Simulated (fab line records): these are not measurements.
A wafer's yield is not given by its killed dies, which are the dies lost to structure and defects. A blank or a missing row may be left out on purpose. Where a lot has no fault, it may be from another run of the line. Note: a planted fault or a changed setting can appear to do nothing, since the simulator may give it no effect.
Chamber matching + flow sky130 + SKY_VIA2_ETCH_15 on rie-diel-03: 4 sister chambers
The step etches SiO2 in C4F8/O2/Ar, stops on TiN, target depth 546 nm, time 84 s. 4 wafers are shown with their chamber, then 9 later ones without.

== WAFERS PAIRED WITH THEIR CHAMBERS ==
| wafer  | chamber | oes-product-au (a.u.) |
|--------|---------|-----------------------|
| L087.5 | 0       | 0.938                 |
| L089.1 | 3       | 0.947                 |
| L091.5 | 1       | 0.936                 |
| L091.6 | 2       | 0.940                 |

== WAFERS WITHOUT THEIR CHAMBER ==
| wafer  | oes-product-au (a.u.) |
|--------|-----------------------|
| L095.1 | 0.947                 |
| L095.4 | 0.931                 |
| L095.5 | 0.944                 |
| L097.1 | 0.945                 |
| L097.2 | 0.937                 |
| L097.3 | 0.942                 |
| L097.4 | 0.944                 |
| L097.5 | 0.939                 |
| L097.6 | 0.934                 |

== THE CHAMBER EACH PASSED THROUGH ==
| wafer  | from the rows above               | in truth                   |
|--------|-----------------------------------|----------------------------|
| L095.1 | 3                                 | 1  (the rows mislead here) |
| L095.4 | can't be placed: 1 or 0 or 2      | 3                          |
| L095.5 | can't be placed: 3 or 2 or 0 or 1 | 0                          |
| L097.1 | can't be placed: 3 or 2 or 0      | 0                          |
| L097.2 | can't be placed: 0 or 1 or 2      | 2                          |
| L097.3 | can't be placed: 2 or 0 or 3 or 1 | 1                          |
| L097.4 | can't be placed: 3 or 2 or 0 or 1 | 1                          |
| L097.5 | can't be placed: 0 or 2 or 1      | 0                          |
| L097.6 | can't be placed: 1 or 0 or 2      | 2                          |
Placed correctly: 0 of 9. Can't be placed from these rows: 8 (the true chamber is among the candidates in 7). 1 placed wrongly.
How it was worked out, from the rows above alone: a wafer's distance from a chamber is the root of the sum, over the readings, of the square of ((its reading less the chamber's mean) divided by the reading's scatter). If the next closest chamber is less than 2 further off than the closest, the wafer can't be placed; otherwise it belongs to the closest. The mean given for a chamber averages the wafers shown for that chamber. The scatter: with one shown wafer a chamber, the root of the mean of the squares of how far each hidden wafer lies from its nearest shown one.
